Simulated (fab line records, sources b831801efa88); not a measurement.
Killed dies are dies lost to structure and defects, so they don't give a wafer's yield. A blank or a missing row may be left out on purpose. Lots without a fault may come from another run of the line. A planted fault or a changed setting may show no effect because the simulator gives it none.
A struck lot beside a sound one | flow sky130 | 15 steps out of a route of 708
Sound: wafers L239.4, L239.5, L239.6. Struck: wafers L243.4, L243.5, L243.6. The cause comes at the end.
At each step with rows: each side's tool, then ch and its chambers, then its first start. Under that, the readings that differ: sound wafers | struck wafers | difference of the means | sigmas: that difference in standard deviations of wafers without a fault.
alike: readings whose means differ by less than 2 such deviations, and words and numbers that are the same on both sides. not compared: withheld readings, readings that some wafer has no value for, bounds like >300 that may hide the same value, and numbers for which the record gives no deviation and whose values overlap.
The two part at a step that has a row with sigmas, a row that says differs or no value, or rows on one side only. Numbers that don't overlap but have no deviation are shown without sigmas and don't part them. A reading that every wafer of one side lacks parts them only if that side has two wafers or more.

SKY_VIA2_STRIP_16: strips in O2/N2.
  sound on plasma_asher-04 ch 0,1, day 36 06:28; struck on plasma_asher-04 ch 0,1, day 37 17:55
  alike: drypump_motor_current_A, oes_product_au, strip_time_to_endpoint_s
  not compared: rf_hours_counter_h
then, 5 steps without rows for these wafers: SKY_VIA2_STRIP_17 (strips in post etch residue remover, time 1200 s); SKY_VIA2_CLEAN_18 (cleans in IPA, time 180 s); SKY_VIA2_CLEAN_19 (cleans in O3/DIW); SKY_VIA2_SPUTTER_20 (material TiN, target thk 20 nm, time 80 s); SKY_VIA2_CVD_21 (deposits W, target thk 420 nm, time 126.4 s).
SKY_VIA2_RS_MEAS_22: measures by four-point-probe.
  sound on film_metro-04, day 36 07:16; struck on film_metro-03, day 37 18:43
  alike: VIA2_W_RS
SKY_VIA2_THK_MEAS_23: measures by xrf.
  sound on film_metro-04, day 36 07:22; struck on film_metro-03, day 37 18:49
  alike: VIA2_W_THK
SKY_VIA2_CMP_24: polishes, stops on SiO2, t overpolish 20 s, target thk 0 nm.
  sound on cmp-02 ch 0,1, day 36 07:26; struck on cmp-02 ch 0,2,3, day 37 18:59
  alike: motor_current_A, overpolish_run_s, time_to_endpoint_s
SKY_METAL3_SPUTTER_00: material Ti, target thk 15 nm, time 10 s.
  sound on pvd_sputter-03, day 36 07:41; struck on pvd_sputter-02, day 37 19:08
  alike: chamber_pressure_pa, throttle_valve_pct
SKY_METAL3_SPUTTER_01: material TiN, target thk 20 nm, time 16.7 s.
  sound on pvd_sputter-03, day 36 07:43; struck on pvd_sputter-02, day 37 19:10
  alike: chamber_pressure_pa, throttle_valve_pct
then, 1 step without rows for these wafers: SKY_METAL3_SPUTTER_02 (material AlCu, target thk 735 nm, time 39.1 s).
SKY_METAL3_SPUTTER_03: material Ti, target thk 5 nm, time 3.3 s.
  sound on pvd_sputter-03, day 36 07:46; struck on pvd_sputter-02, day 37 19:13
  reading                  | sound                | struck               | difference | sigmas
  chamber_pressure_pa (Pa) | 0.4001 0.3987 0.3999 | 0.4831 0.4839 0.4839 | +0.0841    | +99 or more
  throttle_valve_pct (%)   | 29.4 29.4 29.6       | 27.5 27.4 27.8       | -1.9       | -2
SKY_METAL3_SPUTTER_04: material TiN, target thk 70 nm, time 58.3 s.
  sound on pvd_sputter-03, day 36 07:47; struck on pvd_sputter-02, day 37 19:14
  alike: chamber_pressure_pa, throttle_valve_pct
-- the record jumps here: 9 days lie between the struck wafers' starts before and after (it left off in module METAL3 and takes up again in module PAD_OPEN, whose first step shown is number 708 of the route) --
SKY_PAD_OPEN_PROBE_99:
  the record has rows for the struck wafers here (prober-02, day 46 20:41) and none for the sound ones

WHERE THEY PART
First at SKY_METAL3_SPUTTER_03; last, within this record, at SKY_PAD_OPEN_PROBE_99.

WHY: what the simulator had put in
Process parameter drift: pvd_sputter-02, from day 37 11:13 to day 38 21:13, at SKY_METAL3_SPUTTER_03. Setting chamber_pressure_pa, moved by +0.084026, from 0.4. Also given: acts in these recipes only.
